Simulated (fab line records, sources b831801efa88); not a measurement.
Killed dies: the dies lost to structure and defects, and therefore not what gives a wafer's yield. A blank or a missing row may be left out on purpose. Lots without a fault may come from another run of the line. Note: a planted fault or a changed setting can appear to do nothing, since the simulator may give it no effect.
Chamber matching || flow sky130 || rie-diel-03 running SKY_VIA2_ETCH_14: 4 sister chambers
The step etches BARC in N2/H2, stops on SiO2, time 45.9 s, target depth 60 nm. 16 wafers are shown with their chamber, then 8 later ones without.

WAFERS WITH THEIR CHAMBER
{"wafer": "L080.1", "chamber": 2, "drypump-motor-current-A (A)": 5.8, "oes-product-au (a.u.)": 0.856, "chamber-pressure-mTorr (mTorr)": 30.01}
{"wafer": "L080.4", "chamber": 0, "drypump-motor-current-A (A)": 5.6, "oes-product-au (a.u.)": 0.852, "chamber-pressure-mTorr (mTorr)": 30.02}
{"wafer": "L080.6", "chamber": 0, "drypump-motor-current-A (A)": 5.6, "oes-product-au (a.u.)": 0.858, "chamber-pressure-mTorr (mTorr)": 30.03}
{"wafer": "L084.3", "chamber": 3, "drypump-motor-current-A (A)": 6.2, "oes-product-au (a.u.)": 0.854, "chamber-pressure-mTorr (mTorr)": 29.96}
{"wafer": "L084.4", "chamber": 1, "drypump-motor-current-A (A)": 5.2, "oes-product-au (a.u.)": 0.853, "chamber-pressure-mTorr (mTorr)": 29.97}
{"wafer": "L084.6", "chamber": 3, "drypump-motor-current-A (A)": 6.1, "oes-product-au (a.u.)": 0.847, "chamber-pressure-mTorr (mTorr)": 29.99}
{"wafer": "L081.1", "chamber": 0, "drypump-motor-current-A (A)": 5.6, "oes-product-au (a.u.)": 0.859, "chamber-pressure-mTorr (mTorr)": 30.00}
{"wafer": "L081.2", "chamber": 1, "drypump-motor-current-A (A)": 5.2, "oes-product-au (a.u.)": 0.857, "chamber-pressure-mTorr (mTorr)": 29.99}
{"wafer": "L081.4", "chamber": 2, "drypump-motor-current-A (A)": 5.9, "oes-product-au (a.u.)": 0.858, "chamber-pressure-mTorr (mTorr)": 30.02}
{"wafer": "L087.2", "chamber": 0, "drypump-motor-current-A (A)": 5.7, "oes-product-au (a.u.)": 0.853, "chamber-pressure-mTorr (mTorr)": 29.96}
{"wafer": "L087.5", "chamber": 1, "drypump-motor-current-A (A)": 5.2, "oes-product-au (a.u.)": 0.855, "chamber-pressure-mTorr (mTorr)": 29.98}
{"wafer": "L087.6", "chamber": 2, "drypump-motor-current-A (A)": 5.8, "oes-product-au (a.u.)": 0.866, "chamber-pressure-mTorr (mTorr)": 29.93}
{"wafer": "L089.1", "chamber": 0, "drypump-motor-current-A (A)": 5.7, "oes-product-au (a.u.)": 0.849, "chamber-pressure-mTorr (mTorr)": 29.99}
{"wafer": "L089.2", "chamber": 3, "drypump-motor-current-A (A)": 6.2, "oes-product-au (a.u.)": 0.840, "chamber-pressure-mTorr (mTorr)": 30.02}
{"wafer": "L089.4", "chamber": 2, "drypump-motor-current-A (A)": 5.8, "oes-product-au (a.u.)": 0.845, "chamber-pressure-mTorr (mTorr)": 30.00}
{"wafer": "L090.2", "chamber": 2, "drypump-motor-current-A (A)": 5.8, "oes-product-au (a.u.)": 0.853, "chamber-pressure-mTorr (mTorr)": 29.99}

SIGNATURES (averages over the wafers above)
{"reading": "drypump-motor-current-A", "chamber 0": 5.640, "chamber 1": 5.200, "chamber 2": 5.820, "chamber 3": 6.167, "scatter within a chamber": 0.0471}
{"reading": "oes-product-au", "chamber 0": 0.85420, "chamber 1": 0.85500, "chamber 2": 0.85560, "chamber 3": 0.84700, "scatter within a chamber": 0.00585}
{"reading": "chamber-pressure-mTorr", "chamber 0": 30.0000, "chamber 1": 29.9800, "chamber 2": 29.9900, "chamber 3": 29.9900, "scatter within a chamber": 0.0289}
Rule: a wafer's distance from a chamber is the root of the sum, over the readings, of the square of ((its reading less the chamber's mean) divided by the reading's scatter). If the next closest chamber is less than 2 further off than the closest, the wafer can't be placed; otherwise it belongs to the closest. The scatter is the square root of a quotient: the sum, over the shown wafers, of each reading's squared deviation from its chamber's mean, divided by wafers minus chambers.

WAFERS WHOSE CHAMBER IS MISSING
{"wafer": "L090.4", "drypump-motor-current-A (A)": 5.7, "oes-product-au (a.u.)": 0.860, "chamber-pressure-mTorr (mTorr)": 30.00}
{"wafer": "L090.6", "drypump-motor-current-A (A)": 5.8, "oes-product-au (a.u.)": 0.854, "chamber-pressure-mTorr (mTorr)": 29.99}
{"wafer": "L093.1", "drypump-motor-current-A (A)": 5.6, "oes-product-au (a.u.)": 0.858, "chamber-pressure-mTorr (mTorr)": 30.01}
{"wafer": "L093.2", "drypump-motor-current-A (A)": 5.8, "oes-product-au (a.u.)": 0.856, "chamber-pressure-mTorr (mTorr)": 30.08}
{"wafer": "L093.3", "drypump-motor-current-A (A)": 5.2, "oes-product-au (a.u.)": 0.850, "chamber-pressure-mTorr (mTorr)": 30.00}
{"wafer": "L094.2", "drypump-motor-current-A (A)": 5.8, "oes-product-au (a.u.)": 0.857, "chamber-pressure-mTorr (mTorr)": 30.04}
{"wafer": "L094.4", "drypump-motor-current-A (A)": 5.1, "oes-product-au (a.u.)": 0.852, "chamber-pressure-mTorr (mTorr)": 30.05}
{"wafer": "L094.5", "drypump-motor-current-A (A)": 5.6, "oes-product-au (a.u.)": 0.856, "chamber-pressure-mTorr (mTorr)": 29.94}

WHICH CHAMBER EACH WENT THROUGH
{"wafer": "L090.4", "from the rows above": "can't be placed: 0 or 2", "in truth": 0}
{"wafer": "L090.6", "from the rows above": 2, "in truth": 2}
{"wafer": "L093.1", "from the rows above": 0, "in truth": 0}
{"wafer": "L093.2", "from the rows above": "can't be placed: 2 or 0", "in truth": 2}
{"wafer": "L093.3", "from the rows above": 1, "in truth": 1}
{"wafer": "L094.2", "from the rows above": "can't be placed: 2 or 0", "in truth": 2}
{"wafer": "L094.4", "from the rows above": 1, "in truth": 1}
{"wafer": "L094.5", "from the rows above": 0, "in truth": 0}
Placed correctly: 5 of 8. Not placeable from these rows: 3 (in 3, the candidates include the true chamber). Wrongly placed: 0.
